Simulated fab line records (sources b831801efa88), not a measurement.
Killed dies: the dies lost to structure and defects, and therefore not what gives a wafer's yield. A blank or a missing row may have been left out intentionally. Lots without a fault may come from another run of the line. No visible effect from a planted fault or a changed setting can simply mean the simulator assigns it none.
The same fault as seen by 2 desks    flow sky130    what lay behind the numbers comes last; until then each desk has only its own

== AT THE METROLOGY DESK ==
What the gauges read for every lot (on any tool): the sampled wafers with a number, averaged. Any lot whose mean is over 4 standard deviations away from the usual mean is out of limits and marked OUT; that distance is given in the brackets.
Columns: A = cd nm at SKY_VIA2_CD_MEAS_12, usual 199.8 nm; B = VIA2_OVL at SKY_VIA2_OVL_MEAS_13, usual -2 nm
lot   first seen here  A      B
L653  day 36 14:04     198.3  0
L659  day 38 15:53     199.8  -6
L670  day 41 23:23     199.3  -2
L672  day 42 07:04     200.4  -4
L673  day 42 14:16     199.6  -1
This desk's verdict: no lot among the 5 shows anything out of limits.

== THE TOOL OWNER'S DESK: pvd sputter-04 ==
The tool's own readings at SKY_VIA2_SPUTTER_20 (material TiN, target thk 20 nm, time 80 s): means of the sampled wafers that have a number, for each lot that ran on this tool. Any lot whose mean is over 4 standard deviations away from the usual mean is out of limits and marked OUT; that distance is given in the brackets.
Columns: A = throttle valve pct at SKY_VIA2_SPUTTER_20, usual 30.0 %
lot   first seen here  A
L659  day 38 16:44     29.5
L673  day 42 15:07     28.6
This desk's verdict: no lot among the 2 shows anything out of limits.

== BROUGHT TOGETHER ==
Nothing out of limits was seen by the metrology desk.
Nothing out of limits was seen by the tool owner's desk.

== WHAT THE SIMULATOR PUT IN ==
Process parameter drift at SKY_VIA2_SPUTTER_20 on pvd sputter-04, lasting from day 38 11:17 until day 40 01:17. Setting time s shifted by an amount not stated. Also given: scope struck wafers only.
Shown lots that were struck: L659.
